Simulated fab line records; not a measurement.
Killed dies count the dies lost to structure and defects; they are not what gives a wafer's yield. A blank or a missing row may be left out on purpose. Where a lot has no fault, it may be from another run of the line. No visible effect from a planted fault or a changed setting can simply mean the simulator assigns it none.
fab line records :: flow sky130
[record]
  lots = 13
  wafers = 39
  last_day = 50
route steps=708 shown VIA1@479 METAL2@486 VIA2@518 PAD_OPEN@708
lots with no fault: from the same line, run without faults
start_h: hours from the record's first day to the start of the lot's first wafer shown :: wait_h: hours since the lot's step before :: " same as the row above :: L1.1+2: a single row standing in for several wafers :: - value missing, or start not given :: * or withheld: withheld :: < > ~ a bound
route shown NAME@n: names a module that has steps shown in the file, with the first one's number in the route :: usual: mean and standard deviation over wafers with no fault :: same: alike in all rows :: chamber/n: place in a boat :: sites: each site's reading :: _std_site: the values' standard deviation :: _edge_site: inner sites' mean taken away from outer sites' mean :: radius_mm: for every site, how far away it sits from the centre of the wafer :: mask NAME#n: copy n :: behind: the last tool/chamber to shape the wafer :: hold: why the lot was held/for how many hours/how that ended :: device: the n, p or np transistor that did not switch :: end of line: the same wafers' tests at the end of the route :: step lacking rows: just its recipe :: killed: count of dies lost to structure and defects at first sort (not the wafer's yield) :: map: per-die view of a wafer (x killed, . not killed, _ where there is no die)
set.NAME: the setting that was run; set.NAME@STEP: the one run at that earlier step :: model.NAME: the simulator's own value behind a step, which no gauge read
one table for each step of the route and one row for each wafer, over a sample of lots
services: when a tool's chamber went out of use (start_h, in hours from the record's first day, below 0 if earlier), for how many hours, and the reason
[[steps]]
[step SKY_VIA1_CVD_21]
[recipe]
  material = W
  target_thk_nm = 270
  time_s = 80.902
  temp_c = 400
  pressure_torr = 40
[usual]
  heater_power_w = 877/90
lot.wafer: L656.1
tool: cvd_w-02
chamber: 0
start_h: 775.11
wait_h: 0.0
heater_power_w: 914

lot.wafer: L656.4
tool: cvd_w-02
chamber: 0
start_h: 775.11
wait_h: 0.0
heater_power_w: 932

lot.wafer: L656.6
tool: cvd_w-02
chamber: 1
start_h: 775.11
wait_h: 0.0
heater_power_w: 1010

lot.wafer: L658.1
tool: cvd_w-01
chamber: 0
start_h: 797.82
wait_h: 0.0
heater_power_w: 727

lot.wafer: L658.2
tool: cvd_w-01
chamber: 1
start_h: 797.82
wait_h: 0.0
heater_power_w: 834

lot.wafer: L658.5
tool: cvd_w-01
chamber: 1
start_h: 797.82
wait_h: 0.0
heater_power_w: 833

lot.wafer: L659.2
tool: cvd_w-02
chamber: 1
start_h: 807.54
wait_h: 0.1
heater_power_w: 992

lot.wafer: L659.3
tool: cvd_w-02
chamber: 1
start_h: 807.54
wait_h: 0.1
heater_power_w: 1005

lot.wafer: L659.4
tool: cvd_w-02
chamber: 1
start_h: 807.54
wait_h: 0.1
heater_power_w: 1021

lot.wafer: L660.2
tool: cvd_w-01
chamber: 0
start_h: 838.78
wait_h: 0.0
heater_power_w: 752

lot.wafer: L660.5
tool: cvd_w-01
chamber: 0
start_h: 838.78
wait_h: 0.0
heater_power_w: 760

lot.wafer: L660.6
tool: cvd_w-01
chamber: 1
start_h: 838.78
wait_h: 0.0
heater_power_w: 851

lot.wafer: L661.1
tool: cvd_w-02
chamber: 1
start_h: 845.18
wait_h: 0.0
heater_power_w: 985

lot.wafer: L661.3
tool: cvd_w-02
chamber: 0
start_h: 845.18
wait_h: 0.0
heater_power_w: 929

lot.wafer: L661.6
tool: cvd_w-02
chamber: 0
start_h: 845.18
wait_h: 0.0
heater_power_w: 958

lot.wafer: L662.1
tool: cvd_w-02
chamber: 1
start_h: 847.14
wait_h: 0.0
heater_power_w: 997

lot.wafer: L662.2
tool: cvd_w-02
chamber: 0
start_h: 847.14
wait_h: 0.0
heater_power_w: 928

lot.wafer: L662.3
tool: cvd_w-02
chamber: 1
start_h: 847.14
wait_h: 0.0
heater_power_w: 1011

lot.wafer: L663.2
tool: cvd_w-01
chamber: 1
start_h: 848.26
wait_h: 0.0
heater_power_w: 829

lot.wafer: L663.4
tool: cvd_w-01
chamber: 1
start_h: 848.26
wait_h: 0.0
heater_power_w: 836

lot.wafer: L663.5
tool: cvd_w-01
chamber: 1
start_h: 848.26
wait_h: 0.0
heater_power_w: 824

lot.wafer: L668.1
tool: cvd_w-01
chamber: 0
start_h: 877.11
wait_h: 0.1
heater_power_w: 751

lot.wafer: L668.4
tool: cvd_w-01
chamber: 0
start_h: 877.11
wait_h: 0.1
heater_power_w: 746

lot.wafer: L668.6
tool: cvd_w-01
chamber: 0
start_h: 877.11
wait_h: 0.1
heater_power_w: 772

lot.wafer: L670.1
tool: cvd_w-02
chamber: 0
start_h: 892.92
wait_h: 0.0
heater_power_w: 938

lot.wafer: L670.3
tool: cvd_w-02
chamber: 0
start_h: 892.92
wait_h: 0.0
heater_power_w: 955

lot.wafer: L670.5
tool: cvd_w-02
chamber: 1
start_h: 892.92
wait_h: 0.0
heater_power_w: 1001

lot.wafer: L672.1
tool: cvd_w-02
chamber: 1
start_h: 922.03
wait_h: 0.0
heater_power_w: 921

lot.wafer: L672.4
tool: cvd_w-02
chamber: 0
start_h: 922.03
wait_h: 0.0
heater_power_w: 955

lot.wafer: L672.6
tool: cvd_w-02
chamber: 0
start_h: 922.03
wait_h: 0.0
heater_power_w: 927

lot.wafer: L673.1
tool: cvd_w-02
chamber: 1
start_h: 926.56
wait_h: 0.0
heater_power_w: 885

lot.wafer: L673.2
tool: cvd_w-02
chamber: 0
start_h: 926.56
wait_h: 0.0
heater_power_w: 930

lot.wafer: L673.4
tool: cvd_w-02
chamber: 0
start_h: 926.56
wait_h: 0.0
heater_power_w: 940

lot.wafer: L675.3
tool: cvd_w-01
chamber: 1
start_h: 932.99
wait_h: 0.1
heater_power_w: 849

lot.wafer: L675.4
tool: cvd_w-01
chamber: 0
start_h: 932.99
wait_h: 0.1
heater_power_w: 746

lot.wafer: L675.6
tool: cvd_w-01
chamber: 0
start_h: 932.99
wait_h: 0.1
heater_power_w: 746

lot.wafer: L679.2
tool: cvd_w-01
chamber: 0
start_h: 961.06
wait_h: 0.0
heater_power_w: 746

lot.wafer: L679.3
tool: cvd_w-01
chamber: 1
start_h: 961.06
wait_h: 0.0
heater_power_w: 858

lot.wafer: L679.6
tool: cvd_w-01
chamber: 1
start_h: 961.06
wait_h: 0.0
heater_power_w: 833
[step SKY_METAL2_SPUTTER_03]
[recipe]
  material = Ti
  target_thk_nm = 5
  power_w = 3000
  time_s = 3.3
  chamber_pressure_pa = 0.4
[usual]
  throttle_valve_pct = 29.9/1
lot.wafer: L656.1
tool: pvd_sputter-03
chamber: -
start_h: 775.76
wait_h: 0.0
throttle_valve_pct: 28.0

lot.wafer: L656.4
tool: pvd_sputter-03
chamber: -
start_h: 775.76
wait_h: 0.0
throttle_valve_pct: 29.1

lot.wafer: L656.6
tool: pvd_sputter-03
chamber: -
start_h: 775.76
wait_h: 0.0
throttle_valve_pct: 28.2

lot.wafer: L658.1
tool: pvd_sputter-03
chamber: -
start_h: 798.47
wait_h: 0.0
throttle_valve_pct: 30.2

lot.wafer: L658.2
tool: pvd_sputter-03
chamber: -
start_h: 798.47
wait_h: 0.0
throttle_valve_pct: 29.1

lot.wafer: L658.5
tool: pvd_sputter-03
chamber: -
start_h: 798.47
wait_h: 0.0
throttle_valve_pct: 28.9

lot.wafer: L659.2
tool: pvd_sputter-04
chamber: -
start_h: 808.25
wait_h: 0.0
throttle_valve_pct: 29.4

lot.wafer: L659.3
tool: pvd_sputter-04
chamber: -
start_h: 808.25
wait_h: 0.0
throttle_valve_pct: 29.1

lot.wafer: L659.4
tool: pvd_sputter-04
chamber: -
start_h: 808.25
wait_h: 0.0
throttle_valve_pct: 30.7

lot.wafer: L660.2
tool: pvd_sputter-02
chamber: -
start_h: 839.43
wait_h: 0.0
throttle_valve_pct: 32.3

lot.wafer: L660.5
tool: pvd_sputter-02
chamber: -
start_h: 839.43
wait_h: 0.0
throttle_valve_pct: 30.0

lot.wafer: L660.6
tool: pvd_sputter-02
chamber: -
start_h: 839.43
wait_h: 0.0
throttle_valve_pct: 32.3

lot.wafer: L661.1
tool: pvd_sputter-03
chamber: -
start_h: 845.83
wait_h: 0.0
throttle_valve_pct: 29.8

lot.wafer: L661.3
tool: pvd_sputter-03
chamber: -
start_h: 845.83
wait_h: 0.0
throttle_valve_pct: 28.1

lot.wafer: L661.6
tool: pvd_sputter-03
chamber: -
start_h: 845.83
wait_h: 0.0
throttle_valve_pct: 28.2

lot.wafer: L662.1
tool: pvd_sputter-03
chamber: -
start_h: 847.79
wait_h: 0.0
throttle_valve_pct: 28.3

lot.wafer: L662.2
tool: pvd_sputter-03
chamber: -
start_h: 847.79
wait_h: 0.0
throttle_valve_pct: 29.9

lot.wafer: L662.3
tool: pvd_sputter-03
chamber: -
start_h: 847.79
wait_h: 0.0
throttle_valve_pct: 30.1

lot.wafer: L663.2
tool: pvd_sputter-02
chamber: -
start_h: 848.91
wait_h: 0.0
throttle_valve_pct: 30.2

lot.wafer: L663.4
tool: pvd_sputter-02
chamber: -
start_h: 848.91
wait_h: 0.0
throttle_valve_pct: 30.4

lot.wafer: L663.5
tool: pvd_sputter-02
chamber: -
start_h: 848.91
wait_h: 0.0
throttle_valve_pct: 32.4

lot.wafer: L668.1
tool: pvd_sputter-04
chamber: -
start_h: 877.76
wait_h: 0.0
throttle_valve_pct: 29.0

lot.wafer: L668.4
tool: pvd_sputter-04
chamber: -
start_h: 877.76
wait_h: 0.0
throttle_valve_pct: 30.7

lot.wafer: L668.6
tool: pvd_sputter-04
chamber: -
start_h: 877.76
wait_h: 0.0
throttle_valve_pct: 30.7

lot.wafer: L670.1
tool: pvd_sputter-04
chamber: -
start_h: 893.58
wait_h: 0.0
throttle_valve_pct: 29.1

lot.wafer: L670.3
tool: pvd_sputter-04
chamber: -
start_h: 893.58
wait_h: 0.0
throttle_valve_pct: 29.7

lot.wafer: L670.5
tool: pvd_sputter-04
chamber: -
start_h: 893.58
wait_h: 0.0
throttle_valve_pct: 29.5

lot.wafer: L672.1
tool: pvd_sputter-02
chamber: -
start_h: 922.68
wait_h: 0.0
throttle_valve_pct: 29.9

lot.wafer: L672.4
tool: pvd_sputter-02
chamber: -
start_h: 922.68
wait_h: 0.0
throttle_valve_pct: 30.2

lot.wafer: L672.6
tool: pvd_sputter-02
chamber: -
start_h: 922.68
wait_h: 0.0
throttle_valve_pct: 30.0

lot.wafer: L673.1
tool: pvd_sputter-04
chamber: -
start_h: 927.20
wait_h: 0.0
throttle_valve_pct: 29.3

lot.wafer: L673.2
tool: pvd_sputter-04
chamber: -
start_h: 927.20
wait_h: 0.0
throttle_valve_pct: 30.8

lot.wafer: L673.4
tool: pvd_sputter-04
chamber: -
start_h: 927.20
wait_h: 0.0
throttle_valve_pct: 29.5

lot.wafer: L675.3
tool: pvd_sputter-03
chamber: -
start_h: 933.60
wait_h: 0.0
throttle_valve_pct: 29.0

lot.wafer: L675.4
tool: pvd_sputter-03
chamber: -
start_h: 933.60
wait_h: 0.0
throttle_valve_pct: 28.1

lot.wafer: L675.6
tool: pvd_sputter-03
chamber: -
start_h: 933.60
wait_h: 0.0
throttle_valve_pct: 29.9

lot.wafer: L679.2
tool: pvd_sputter-04
chamber: -
start_h: 961.71
wait_h: 0.0
throttle_valve_pct: 30.6

lot.wafer: L679.3
tool: pvd_sputter-04
chamber: -
start_h: 961.71
wait_h: 0.0
throttle_valve_pct: 29.1

lot.wafer: L679.6
tool: pvd_sputter-04
chamber: -
start_h: 961.71
wait_h: 0.0
throttle_valve_pct: 29.5
[step SKY_METAL2_RS_MEAS_05]
[recipe]
  thk_meas_gauge = four-point-probe
  reads = TiN_of_METAL2_SPUTTER_04+Ti_of_METAL2_SPUTTER_03+AlCu_of_METAL2_SPUTTER_02+TiN_of_METAL2_SPUTTER_01+Ti_of_METAL2_SPUTTER_00
[usual]
  METAL2_ALCU_RS = 0.1263/0.0013
lot.wafer: L656.1
tool: film_metro-03
chamber: -
start_h: 775.83
wait_h: 0.0
METAL2_ALCU_RS[ohm/sq]: 0.1272

lot.wafer: L656.4
tool: film_metro-03
chamber: -
start_h: 775.83
wait_h: 0.0
METAL2_ALCU_RS[ohm/sq]: 0.1262

lot.wafer: L656.6
tool: film_metro-03
chamber: -
start_h: 775.83
wait_h: 0.0
METAL2_ALCU_RS[ohm/sq]: 0.1267

lot.wafer: L658.1
tool: film_metro-01
chamber: -
start_h: 798.54
wait_h: 0.0
METAL2_ALCU_RS[ohm/sq]: 0.1269

lot.wafer: L658.2
tool: film_metro-01
chamber: -
start_h: 798.54
wait_h: 0.0
METAL2_ALCU_RS[ohm/sq]: 0.1262

lot.wafer: L658.5
tool: film_metro-01
chamber: -
start_h: 798.54
wait_h: 0.0
METAL2_ALCU_RS[ohm/sq]: 0.1270

lot.wafer: L659.2
tool: film_metro-01
chamber: -
start_h: 808.33
wait_h: 0.0
METAL2_ALCU_RS[ohm/sq]: 0.1244

lot.wafer: L659.3
tool: film_metro-01
chamber: -
start_h: 808.33
wait_h: 0.0
METAL2_ALCU_RS[ohm/sq]: 0.1255

lot.wafer: L659.4
tool: film_metro-01
chamber: -
start_h: 808.33
wait_h: 0.0
METAL2_ALCU_RS[ohm/sq]: 0.1250

lot.wafer: L660.2
tool: film_metro-02
chamber: -
start_h: 839.51
wait_h: 0.0
METAL2_ALCU_RS[ohm/sq]: 0.1262

lot.wafer: L660.5
tool: film_metro-02
chamber: -
start_h: 839.51
wait_h: 0.0
METAL2_ALCU_RS[ohm/sq]: 0.1245

lot.wafer: L660.6
tool: film_metro-02
chamber: -
start_h: 839.51
wait_h: 0.0
METAL2_ALCU_RS[ohm/sq]: 0.1255

lot.wafer: L661.1
tool: film_metro-02
chamber: -
start_h: 845.89
wait_h: 0.0
METAL2_ALCU_RS[ohm/sq]: 0.1298

lot.wafer: L661.3
tool: film_metro-02
chamber: -
start_h: 845.89
wait_h: 0.0
METAL2_ALCU_RS[ohm/sq]: 0.1287

lot.wafer: L661.6
tool: film_metro-02
chamber: -
start_h: 845.89
wait_h: 0.0
METAL2_ALCU_RS[ohm/sq]: 0.1297

lot.wafer: L662.1
tool: film_metro-02
chamber: -
start_h: 847.85
wait_h: 0.0
METAL2_ALCU_RS[ohm/sq]: 0.1255

lot.wafer: L662.2
tool: film_metro-02
chamber: -
start_h: 847.85
wait_h: 0.0
METAL2_ALCU_RS[ohm/sq]: 0.1265

lot.wafer: L662.3
tool: film_metro-02
chamber: -
start_h: 847.85
wait_h: 0.0
METAL2_ALCU_RS[ohm/sq]: 0.1259

lot.wafer: L663.2
tool: film_metro-03
chamber: -
start_h: 848.99
wait_h: 0.0
METAL2_ALCU_RS[ohm/sq]: 0.1256

lot.wafer: L663.4
tool: film_metro-03
chamber: -
start_h: 848.99
wait_h: 0.0
METAL2_ALCU_RS[ohm/sq]: 0.1271

lot.wafer: L663.5
tool: film_metro-03
chamber: -
start_h: 848.99
wait_h: 0.0
METAL2_ALCU_RS[ohm/sq]: 0.1270

lot.wafer: L668.1
tool: film_metro-03
chamber: -
start_h: 877.84
wait_h: 0.0
METAL2_ALCU_RS[ohm/sq]: 0.1260

lot.wafer: L668.4
tool: film_metro-03
chamber: -
start_h: 877.84
wait_h: 0.0
METAL2_ALCU_RS[ohm/sq]: 0.1268

lot.wafer: L668.6
tool: film_metro-03
chamber: -
start_h: 877.84
wait_h: 0.0
METAL2_ALCU_RS[ohm/sq]: 0.1267

lot.wafer: L670.1
tool: film_metro-02
chamber: -
start_h: 893.65
wait_h: 0.0
METAL2_ALCU_RS[ohm/sq]: 0.1259

lot.wafer: L670.3
tool: film_metro-02
chamber: -
start_h: 893.65
wait_h: 0.0
METAL2_ALCU_RS[ohm/sq]: 0.1256

lot.wafer: L670.5
tool: film_metro-02
chamber: -
start_h: 893.65
wait_h: 0.0
METAL2_ALCU_RS[ohm/sq]: 0.1254

lot.wafer: L672.1
tool: film_metro-03
chamber: -
start_h: 922.74
wait_h: 0.0
METAL2_ALCU_RS[ohm/sq]: 0.1247

lot.wafer: L672.4
tool: film_metro-03
chamber: -
start_h: 922.74
wait_h: 0.0
METAL2_ALCU_RS[ohm/sq]: 0.1260

lot.wafer: L672.6
tool: film_metro-03
chamber: -
start_h: 922.74
wait_h: 0.0
METAL2_ALCU_RS[ohm/sq]: 0.1268

lot.wafer: L673.1
tool: film_metro-02
chamber: -
start_h: 927.27
wait_h: 0.0
METAL2_ALCU_RS[ohm/sq]: 0.1251

lot.wafer: L673.2
tool: film_metro-02
chamber: -
start_h: 927.27
wait_h: 0.0
METAL2_ALCU_RS[ohm/sq]: 0.1242

lot.wafer: L673.4
tool: film_metro-02
chamber: -
start_h: 927.27
wait_h: 0.0
METAL2_ALCU_RS[ohm/sq]: 0.1240

lot.wafer: L675.3
tool: film_metro-01
chamber: -
start_h: 933.71
wait_h: 0.1
METAL2_ALCU_RS[ohm/sq]: 0.1267

lot.wafer: L675.4
tool: film_metro-01
chamber: -
start_h: 933.71
wait_h: 0.1
METAL2_ALCU_RS[ohm/sq]: 0.1269

lot.wafer: L675.6
tool: film_metro-01
chamber: -
start_h: 933.71
wait_h: 0.1
METAL2_ALCU_RS[ohm/sq]: 0.1250

lot.wafer: L679.2
tool: film_metro-02
chamber: -
start_h: 961.79
wait_h: 0.0
METAL2_ALCU_RS[ohm/sq]: 0.1259

lot.wafer: L679.3
tool: film_metro-02
chamber: -
start_h: 961.79
wait_h: 0.0
METAL2_ALCU_RS[ohm/sq]: 0.1256

lot.wafer: L679.6
tool: film_metro-02
chamber: -
start_h: 961.79
wait_h: 0.0
METAL2_ALCU_RS[ohm/sq]: 0.1260
[step SKY_VIA2_DEVELOP_11]
[recipe]
  develop_time_s = 60
  resist = KrF-thick
  dev_temp_c = 21
[usual]
  developer_temp_C = 20.99/0.1
[same]
  develop_time_s = 60
lot.wafer: L656.1
tool: litho_track-04
chamber: 0
start_h: 829
wait_h: -
developer_temp_C: 21.06

lot.wafer: L656.4
tool: litho_track-04
chamber: 0
start_h: 829
wait_h: -
developer_temp_C: 21.05

lot.wafer: L656.6
tool: litho_track-04
chamber: 0
start_h: 829
wait_h: -
developer_temp_C: 21.05

lot.wafer: L658.1
tool: litho_track-02
chamber: 0
start_h: 853
wait_h: -
developer_temp_C: 21.03

lot.wafer: L658.2
tool: litho_track-02
chamber: 0
start_h: 853
wait_h: -
developer_temp_C: 21.14

lot.wafer: L658.5
tool: litho_track-02
chamber: 0
start_h: 853
wait_h: -
developer_temp_C: 21.22

lot.wafer: L659.2
tool: litho_track-01
chamber: 0
start_h: 860
wait_h: -
developer_temp_C: 21.15

lot.wafer: L659.3
tool: litho_track-01
chamber: 0
start_h: 860
wait_h: -
developer_temp_C: 21.18

lot.wafer: L659.4
tool: litho_track-01
chamber: 0
start_h: 860
wait_h: -
developer_temp_C: 21.06

lot.wafer: L660.2
tool: litho_track-02
chamber: 0
start_h: 892
wait_h: -
developer_temp_C: 20.99

lot.wafer: L660.5
tool: litho_track-02
chamber: 0
start_h: 892
wait_h: -
developer_temp_C: 21.03

lot.wafer: L660.6
tool: litho_track-02
chamber: 0
start_h: 892
wait_h: -
developer_temp_C: 20.94

lot.wafer: L661.1
tool: litho_track-02
chamber: 0
start_h: 898
wait_h: -
developer_temp_C: 20.97

lot.wafer: L661.3
tool: litho_track-02
chamber: 0
start_h: 898
wait_h: -
developer_temp_C: 20.79

lot.wafer: L661.6
tool: litho_track-02
chamber: 0
start_h: 898
wait_h: -
developer_temp_C: 21.04

lot.wafer: L662.1
tool: litho_track-04
chamber: 0
start_h: 901
wait_h: -
developer_temp_C: 20.86

lot.wafer: L662.2
tool: litho_track-04
chamber: 0
start_h: 901
wait_h: -
developer_temp_C: 21.05

lot.wafer: L662.3
tool: litho_track-04
chamber: 0
start_h: 901
wait_h: -
developer_temp_C: 21.18

lot.wafer: L663.2
tool: litho_track-02
chamber: 0
start_h: 903
wait_h: -
developer_temp_C: 21.03

lot.wafer: L663.4
tool: litho_track-02
chamber: 0
start_h: 903
wait_h: -
developer_temp_C: 20.92

lot.wafer: L663.5
tool: litho_track-02
chamber: 0
start_h: 903
wait_h: -
developer_temp_C: 20.89

lot.wafer: L668.1
tool: litho_track-04
chamber: 0
start_h: 930
wait_h: -
developer_temp_C: 20.94

lot.wafer: L668.4
tool: litho_track-04
chamber: 0
start_h: 930
wait_h: -
developer_temp_C: 20.96

lot.wafer: L668.6
tool: litho_track-04
chamber: 0
start_h: 930
wait_h: -
developer_temp_C: 20.95

lot.wafer: L670.1
tool: litho_track-02
chamber: 0
start_h: 944
wait_h: -
developer_temp_C: 23.28

lot.wafer: L670.3
tool: litho_track-02
chamber: 0
start_h: 944
wait_h: -
developer_temp_C: 23.02

lot.wafer: L670.5
tool: litho_track-02
chamber: 0
start_h: 944
wait_h: -
developer_temp_C: 22.97

lot.wafer: L672.1
tool: litho_track-04
chamber: 0
start_h: 972
wait_h: -
developer_temp_C: 21.02

lot.wafer: L672.4
tool: litho_track-04
chamber: 0
start_h: 972
wait_h: -
developer_temp_C: 21.03

lot.wafer: L672.6
tool: litho_track-04
chamber: 0
start_h: 973
wait_h: -
developer_temp_C: 21.01

lot.wafer: L673.1
tool: litho_track-02
chamber: 0
start_h: 977
wait_h: -
developer_temp_C: 23.01

lot.wafer: L673.2
tool: litho_track-02
chamber: 0
start_h: 977
wait_h: -
developer_temp_C: 22.97

lot.wafer: L673.4
tool: litho_track-02
chamber: 0
start_h: 977
wait_h: -
developer_temp_C: 23.08

lot.wafer: L675.3
tool: litho_track-01
chamber: 0
start_h: 984
wait_h: -
developer_temp_C: 20.83

lot.wafer: L675.4
tool: litho_track-01
chamber: 0
start_h: 984
wait_h: -
developer_temp_C: 20.89

lot.wafer: L675.6
tool: litho_track-01
chamber: 0
start_h: 984
wait_h: -
developer_temp_C: 20.98

lot.wafer: L679.2
tool: litho_track-01
chamber: 0
start_h: 1010
wait_h: -
developer_temp_C: 20.83

lot.wafer: L679.3
tool: litho_track-01
chamber: 0
start_h: 1010
wait_h: -
developer_temp_C: 20.80

lot.wafer: L679.6
tool: litho_track-01
chamber: 0
start_h: 1010
wait_h: -
developer_temp_C: 20.84
[step SKY_PAD_OPEN_PROBE_99]
[usual]
  defect_limited_yield = 82.4/2.1
  killed_at_M0_to_M3 = 44/7
  killed_at_M4_up = 3.0/1.9
  killed_at_contacts = 24/5.4
  killed_at_front_end = 15/4.6
  killed_at_other = 0.3/0.5
  killed_dies = 87/10
  killed_open = 47/7
  killed_short = 40/6.2
  sort_bin_3_pad_short = 0.9/0.5
  sort_bin_5_function = 10.4/1.4
  sort_bin_6_memory = 6.3/1.2
  sort_n_pass = 405/10
  sort_yield_pct = 82.4/2.1
[same]
  gross_dies = 492
  killed_at_back_side = 0
  sort_bin_4_leakage[%] = 0
  sort_bin_8_speed[%] = 0
lot.wafer: L660.2
tool: prober-02
chamber: -
start_h: 1109.06
wait_h: 0.1
defect_limited_yield[%]: 84.3
killed_at_M0_to_M3: 48
killed_at_M4_up: 1
killed_at_contacts: 11
killed_at_front_end: 17
killed_at_other: 0
killed_dies: 77
killed_open: 43
killed_short: 34
sort_bin_3_pad_short[%]: 0.2
sort_bin_5_function[%]: 10.2
sort_bin_6_memory[%]: 5.3
sort_n_pass: 415
sort_yield_pct[%]: 84.3

lot.wafer: L660.5
tool: prober-02
chamber: -
start_h: 1109.21
wait_h: 0.2
defect_limited_yield[%]: 85.8
killed_at_M0_to_M3: 37
killed_at_M4_up: 2
killed_at_contacts: 14
killed_at_front_end: 17
killed_at_other: 0
killed_dies: 70
killed_open: 42
killed_short: 28
sort_bin_3_pad_short[%]: 0.8
sort_bin_5_function[%]: 8.1
sort_bin_6_memory[%]: 5.3
sort_n_pass: 422
sort_yield_pct[%]: 85.8

lot.wafer: L660.6
tool: prober-02
chamber: -
start_h: 1109.26
wait_h: 0.2
defect_limited_yield[%]: 82.9
killed_at_M0_to_M3: 49
killed_at_M4_up: 4
killed_at_contacts: 18
killed_at_front_end: 13
killed_at_other: 0
killed_dies: 84
killed_open: 43
killed_short: 41
sort_bin_3_pad_short[%]: 1.4
sort_bin_5_function[%]: 10.8
sort_bin_6_memory[%]: 4.9
sort_n_pass: 408
sort_yield_pct[%]: 82.9

lot.wafer: L673.1
tool: prober-02
chamber: -
start_h: 1174.84
wait_h: 0.1
defect_limited_yield[%]: 85.4
killed_at_M0_to_M3: 33
killed_at_M4_up: 1
killed_at_contacts: 24
killed_at_front_end: 14
killed_at_other: 0
killed_dies: 72
killed_open: 39
killed_short: 33
sort_bin_3_pad_short[%]: 0
sort_bin_5_function[%]: 8.7
sort_bin_6_memory[%]: 5.9
sort_n_pass: 420
sort_yield_pct[%]: 85.4

lot.wafer: L673.2
tool: prober-02
chamber: -
start_h: 1174.89
wait_h: 0.1
defect_limited_yield[%]: 85.2
killed_at_M0_to_M3: 38
killed_at_M4_up: 2
killed_at_contacts: 20
killed_at_front_end: 13
killed_at_other: 0
killed_dies: 73
killed_open: 42
killed_short: 31
sort_bin_3_pad_short[%]: 0.4
sort_bin_5_function[%]: 8.9
sort_bin_6_memory[%]: 5.5
sort_n_pass: 419
sort_yield_pct[%]: 85.2

lot.wafer: L673.4
tool: prober-02
chamber: -
start_h: 1174.99
wait_h: 0.2
defect_limited_yield[%]: 83.7
killed_at_M0_to_M3: 39
killed_at_M4_up: 1
killed_at_contacts: 27
killed_at_front_end: 13
killed_at_other: 0
killed_dies: 80
killed_open: 41
killed_short: 39
sort_bin_3_pad_short[%]: 0.4
sort_bin_5_function[%]: 9.1
sort_bin_6_memory[%]: 6.7
sort_n_pass: 412
sort_yield_pct[%]: 83.7
// killed by level:class
L660.2 VIA1:geometric_particle:open=10 VIA3:geometric_particle:open=8 VIA2:geometric_particle:open=7 METAL1:geometric_particle:short=7 POLY_GATE:geometric_particle:open=5 CONTACT:geometric_particle:open=5 FIELD_ISO:geometric_particle:open=4 VIA1:geometric_particle:short=4
L660.5 VIA1:geometric_particle:open=13 CONTACT:geometric_particle:open=6 VIA3:geometric_particle:open=6 FIELD_ISO:geometric_particle:short=4 METAL2:geometric_particle:short=4 VIA2:geometric_particle:open=4 POLY_GATE:geometric_particle:open=3 LI_CONTACT:geometric_particle:short=3
L660.6 VIA3:geometric_particle:open=10 VIA2:geometric_particle:open=8 LI_CONTACT:geometric_particle:open=6 METAL2:geometric_particle:short=6 METAL1:geometric_particle:short=5 CONTACT:geometric_particle:open=5 VIA1:geometric_particle:open=5 VIA2:geometric_particle:short=5
L673.1 VIA1:geometric_particle:open=12 LI_CONTACT:geometric_particle:open=8 METAL2:geometric_particle:short=7 CONTACT:geometric_particle:open=5 LOCAL_INTERCONNECT:geometric_particle:short=5 FIELD_ISO:geometric_particle:open=4 LI_CONTACT:geometric_particle:short=4 VIA2:geometric_particle:open=4
L673.2 CONTACT:geometric_particle:open=12 METAL2:geometric_particle:short=8 VIA1:geometric_particle:open=7 FIELD_ISO:geometric_particle:open=6 METAL1:geometric_particle:short=6 FIELD_ISO:geometric_particle:short=3 LI_CONTACT:geometric_particle:open=3 METAL1:geometric_particle:open=3
L673.4 VIA1:geometric_particle:open=10 CONTACT:geometric_particle:open=9 CONTACT:geometric_particle:short=8 VIA2:geometric_particle:open=5 POLY_GATE:geometric_particle:short=4 LI_CONTACT:geometric_particle:open=4 LOCAL_INTERCONNECT:geometric_particle:short=4 VIA1:geometric_particle:short=4
[[services]]
tool: cvd_w-02
chamber: -
start_h: 763.15
hours: 1.0
kind: repair

tool: cvd_w-01
chamber: -
start_h: 767.40
hours: 6.0
kind: pm

tool: cvd_w-02
chamber: -
start_h: 768.61
hours: 1.1
kind: repair

tool: cvd_w-02
chamber: 0
start_h: 796.97
hours: 12.4
kind: repair

tool: cvd_w-01
chamber: -
start_h: 819.98
hours: 6.9
kind: pm

tool: cvd_w-02
chamber: -
start_h: 827.54
hours: 2.8
kind: pm

tool: pvd_sputter-02
chamber: -
start_h: 828.11
hours: 2.0
kind: repair

tool: cvd_w-01
chamber: 1
start_h: 858.83
hours: 10.6
kind: repair

tool: cvd_w-02
chamber: -
start_h: 863.52
hours: 14.6
kind: pm

tool: pvd_sputter-02
chamber: -
start_h: 880.78
hours: 6.8
kind: repair

tool: cvd_w-02
chamber: -
start_h: 904.00
hours: 14.0
kind: pm

tool: cvd_w-02
chamber: 0
start_h: 904.00
hours: 14.0
kind: vent_cycle

tool: cvd_w-02
chamber: 1
start_h: 904.00
hours: 14.0
kind: vent_cycle

tool: cvd_w-01
chamber: -
start_h: 918.00
hours: 14.6
kind: pm

tool: cvd_w-02
chamber: 0
start_h: 918.00
hours: -
kind: clean

tool: cvd_w-02
chamber: 1
start_h: 918.00
hours: -
kind: clean

tool: cvd_w-02
chamber: -
start_h: 928.78
hours: 2.2
kind: repair

tool: pvd_sputter-03
chamber: -
start_h: 991.75
hours: 2.1
kind: repair
[[key]]
[first_sign]
  step = SKY_VIA2_DEVELOP_11
  reading = developer_temp_C
  direction = up
  sigmas = 20
  usual = *
  struck = *
effect none on later readings
met_at SKY_VIA2_DEVELOP_11
struck_lots L670,L673
not_acting_at SKY_VIA1_CVD_21,SKY_METAL2_SPUTTER_03,SKY_METAL2_RS_MEAS_05
onset_between 903 944
[fault]
  kind = process_parameter_drift
  tool = litho_track-02
  chamber = -
  onset_h = 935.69
  steps = SKY_VIA2_DEVELOP_11
  channel = dev_temp_c
  offset = *
  shape = step
  end_h = 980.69
  acts_in = *
  stated = *
